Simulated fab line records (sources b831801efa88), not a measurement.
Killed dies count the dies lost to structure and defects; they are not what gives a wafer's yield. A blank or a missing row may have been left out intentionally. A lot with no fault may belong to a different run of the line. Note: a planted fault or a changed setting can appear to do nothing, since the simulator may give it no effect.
The tool behind it: which one? -- flow gf180mcu -- Sampling: 12 lots, 36 wafers, 6 of 602 route steps

WHAT THE GAUGES SHOWED, per wafer
GF_POLY_GATE_CD_MEAS_10 targets a cd of 280 nm. Usual: 279.8 nm for cdNm, sd 1.3.
lot,measured,on,cdNm (nm),flag
L841,day 10 11:47,cdSem-02,280.9 280.2 279.4,
L842,day 10 14:44,cdSem-02,280.5 280.0 282.0,
L844,day 11 08:25,cdSem-02,280.0 280.2 280.1,
L845,day 11 13:22,cdSem-02,279.6 279.8 279.6,
L846,day 11 18:18,cdSem-02,283.5 282.0 282.8,
L847,day 12 02:10,cdSem-02,278.9 280.6 280.8,
L848,day 12 10:59,cdSem-01,280.6 281.4 280.4,
L849,day 12 19:46,cdSem-01,278.0 279.4 279.8,
L850,day 13 01:23,cdSem-01,279.0 279.7 279.8,
L851,day 13 05:40,cdSem-02,280.1 281.0 282.1,
L853,day 13 22:37,cdSem-02,282.0 279.0 279.5,
L855,day 14 19:00,cdSem-02,277.2 278.6 277.0,

GF_HV_LDD_TW_MEAS_38. Usual: HV_LDD_3_TW typically reads 1438, with standard deviation 7.3.
lot,measured,on,HV_LDD_3_TW,flag
L841,day 12 23:59,filmMetro-03,1436 1433 1427,
L842,day 13 04:29,filmMetro-03,1431 1432 1424,
L844,day 13 22:24,filmMetro-01,1438 1435 1438,
L845,day 14 03:52,filmMetro-01,1437 1437 1449,
L846,day 14 09:19,filmMetro-01,1446 1442 1447,
L847,day 14 18:42,filmMetro-03,1453 1438 1444,
L848,day 15 03:20,filmMetro-01,1444 1446 1447,
L849,day 15 11:21,filmMetro-02,1424 1422 1424,
L850,day 15 18:28,filmMetro-03,1444 1443 1439,
L851,day 16 02:54,filmMetro-03,1450 1447 1448,
L853,day 16 17:42,filmMetro-03,1485 1484 1488,OFF
L855,day 17 15:14,filmMetro-02,1480 1479 1476,OFF

GF_HV_LDD_RS_MEAS_53: uses a four-point probe to measure. Usual: HV_LDD_RS typically reads 418.3 ohm/sq, with standard deviation 0.99.
lot,measured,on,HV_LDD_RS (ohm/sq),flag
L841,day 13 20:59,filmMetro-01,418.1 417.9 418.7,
L842,day 14 01:01,filmMetro-02,419.1 419.0 417.8,
L844,day 14 19:23,filmMetro-02,416.7 416.5 417.6,
L845,day 15 01:33,filmMetro-02,418.5 419.0 419.4,
L846,day 15 07:05,filmMetro-02,419.1 418.7 418.5,
L847,day 15 16:33,filmMetro-01,417.1 417.3 417.6,
L848,day 16 01:22,filmMetro-02,417.6 417.3 417.0,
L849,day 16 09:10,filmMetro-02,417.3 417.4 417.3,
L850,day 16 16:16,filmMetro-03,419.2 419.1 418.0,
L851,day 17 01:56,filmMetro-01,419.3 419.2 418.2,
L853,day 17 16:13,filmMetro-01,412.7 413.0 412.9,OFF
L855,day 18 15:21,filmMetro-01,411.1 412.0 411.9,OFF

TOOL THAT RAN EACH LOT (tool first, then ch and the chambers of the sampled wafers, then the start)
lot,GF_POLY_GATE_ETCH_12,GF_HV_LDD_IMPLANT_36,GF_HV_LDD_STRIP_49
L841,"rieDiel-01 ch 1,2,3, day 10 11:55","implanter-03 ch 0, day 12 23:45","plasmaAsher-02 ch 0,1, day 13 20:41"
L842,"rieDiel-03 ch 1,3, day 10 14:52","implanter-01 ch 0, day 13 04:15","plasmaAsher-02 ch 0,1, day 14 00:43"
L844,"rieDiel-04 ch 0,1,2, day 11 08:34","implanter-01 ch 0, day 13 22:09","plasmaAsher-03 ch 0, day 14 19:06"
L845,"rieDiel-03 ch 1,3, day 11 13:31","implanter-04 ch 0, day 14 03:37","plasmaAsher-01 ch 0,1, day 15 01:16"
L846,"rieDiel-01 ch 0,1,2, day 11 18:26","implanter-04 ch 0, day 14 09:04","plasmaAsher-02 ch 0,1, day 15 06:44"
L847,"rieDiel-03 ch 1,2,3, day 12 02:19","implanter-04 ch 0, day 14 18:27","plasmaAsher-02 ch 0,1, day 15 16:16"
L848,"rieDiel-03 ch 0,2, day 12 11:07","implanter-01 ch 0, day 15 03:07","plasmaAsher-02 ch 0,1, day 16 01:04"
L849,"rieDiel-04 ch 1,2,3, day 12 19:55","implanter-01 ch 0, day 15 11:06","plasmaAsher-02 ch 0,1, day 16 08:53"
L850,"rieDiel-01 ch 0,1,3, day 13 01:31","implanter-04 ch 0, day 15 18:13","plasmaAsher-03 ch 0,1, day 16 15:54"
L851,"rieDiel-04 ch 0,1,2, day 13 05:46","implanter-03 ch 0, day 16 02:41","plasmaAsher-03 ch 0,1, day 17 01:34"
L853,"rieDiel-04 ch 0,1, day 13 22:46","implanter-03 ch 0, day 16 17:27","plasmaAsher-02 ch 0,1, day 17 15:56"
L855,"rieDiel-03 ch 0,3, day 14 19:07","implanter-03 ch 0, day 17 15:01","plasmaAsher-02 ch 0,1, day 18 15:04"
- GF_POLY_GATE_ETCH_12: etches BARC in N2/H2.
- GF_HV_LDD_IMPLANT_36
- GF_HV_LDD_STRIP_49: strips in O2/N2.

WHAT THE TOOLS THEMSELVES READ (means of the sampled wafers that have a number; where no wafer has one, the mark that the record gives instead)
GF_POLY_GATE_ETCH_12. Usual: drypumpMotorCurrentA 5.7 A, standard deviation 0.47; oesProductAu 0.735 a.u., standard deviation 0.0045; throttleValvePct 13.213 %, standard deviation 0.0093.
lot,tool,drypumpMotorCurrentA (A),oesProductAu (a.u.),throttleValvePct (%),flag
L841,rieDiel-01,5.6,0.742,13.218,
L842,rieDiel-03,5.6,0.733,13.223,
L844,rieDiel-04,5.4,0.736,13.215,
L845,rieDiel-03,6.1,0.735,13.215,
L846,rieDiel-01,5.7,0.734,13.216,
L847,rieDiel-03,6.1,0.734,13.217,
L848,rieDiel-03,6.3,0.736,13.206,
L849,rieDiel-04,5.6,0.734,13.223,
L850,rieDiel-01,5.8,0.737,13.214,
L851,rieDiel-04,5.4,0.732,13.221,
L853,rieDiel-04,5.3,0.737,13.211,
L855,rieDiel-03,6.0,0.740,13.207,

GF_HV_LDD_IMPLANT_36. Usual: beamOnS 9.97 s, standard deviation 0.2; doseIonsCm2 7.501e+12, standard deviation 8.1e+09; faradayCurrentUA 42.4, standard deviation 0.84.
lot,tool,beamOnS (s),doseIonsCm2,faradayCurrentUA,flag
L841,implanter-03,9.94,7.509e+12,42.6,
L842,implanter-01,10.17,7.508e+12,41.5,
L844,implanter-01,10.15,7.493e+12,41.6,
L845,implanter-04,9.85,7.512e+12,43.0,
L846,implanter-04,9.90,7.497e+12,42.8,
L847,implanter-04,10.02,7.511e+12,42.2,
L848,implanter-01,9.92,7.498e+12,42.7,
L849,implanter-01,10.04,7.506e+12,42.2,
L850,implanter-04,9.92,7.494e+12,42.6,
L851,implanter-03,10.10,7.503e+12,41.9,
L853,implanter-03,9.95,1.019e+13,57.5,OFF
L855,implanter-03,10.07,1.018e+13,57.1,OFF

GF_HV_LDD_STRIP_49. Usual: drypumpMotorCurrentA 5.3 A, standard deviation 0.31; heaterPowerW 356 W, standard deviation 47; oesProductAu 0.716 a.u., standard deviation 0.0041; stripTimeToEndpointS 12.61 s, standard deviation 0.037.
lot,tool,drypumpMotorCurrentA (A),heaterPowerW (W),oesProductAu (a.u.),stripTimeToEndpointS (s),flag
L841,plasmaAsher-02,5.5,350,0.712,12.61,
L842,plasmaAsher-02,5.5,372,0.719,12.59,
L844,plasmaAsher-03,5.0,329,0.712,12.61,
L845,plasmaAsher-01,5.7,333,0.716,12.64,
L846,plasmaAsher-02,5.5,347,0.712,12.58,
L847,plasmaAsher-02,5.6,378,0.713,12.63,
L848,plasmaAsher-02,5.6,376,0.719,12.59,
L849,plasmaAsher-02,5.5,370,0.715,12.61,
L850,plasmaAsher-03,5.0,342,0.719,12.61,
L851,plasmaAsher-03,5.0,363,0.715,12.56,
L853,plasmaAsher-02,5.5,345,0.717,12.65,
L855,plasmaAsher-02,5.5,376,0.719,12.65,

THE ANSWER, worked out from the rows above alone
Rule: take the mean of a lot's wafers that have a number; if it is more than 3 standard deviations from the usual mean, the lot is off. Also off: a lot with no number at a reading for which 4 or more lots have one. Where the step has rows for the other lots, those lots are counted as sound. First the gauges in route order, then the tools' own readings, where a lot's mean is used as printed above. The first step at which some lot is off is used, and at that step the reading that is off furthest; a lot without a number counts as furthest.
Off: L853, L855, seen at GF_HV_LDD_TW_MEAS_38 (HV_LDD_3_TW).
If a tool, at a process step before that reading, ran all the lots that are off and no sound lot after the first of them, it fits. Not tried: the gauges at GF_HV_LDD_TW_MEAS_38; whatever is off there is also off at GF_HV_LDD_RS_MEAS_53, on other tools, and gauge error can't account for it. One fits: GF_HV_LDD_IMPLANT_36 on implanter-03. A fault onset in the window from L851 (day 16 02:41, its last sound lot) to L853 (day 16 17:27, its first lot off) fits.
The tool's own readings at GF_HV_LDD_IMPLANT_36 bear it out: on the lots that are off they differ by more than 5 times the standard deviation of the sound lots' means. doseIonsCm2 reads 1.018e+13 there against 7.503e+12 on the sound lots; faradayCurrentUA reads 57.3 there against 42.3 on the sound lots.

WHAT THE SIMULATOR HAD INSERTED
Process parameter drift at GF_HV_LDD_IMPLANT_36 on implanter-03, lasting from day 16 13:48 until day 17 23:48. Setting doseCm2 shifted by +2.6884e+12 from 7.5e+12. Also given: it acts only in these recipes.
Lots struck among those shown: L853, L855. Same finding as the rule above.
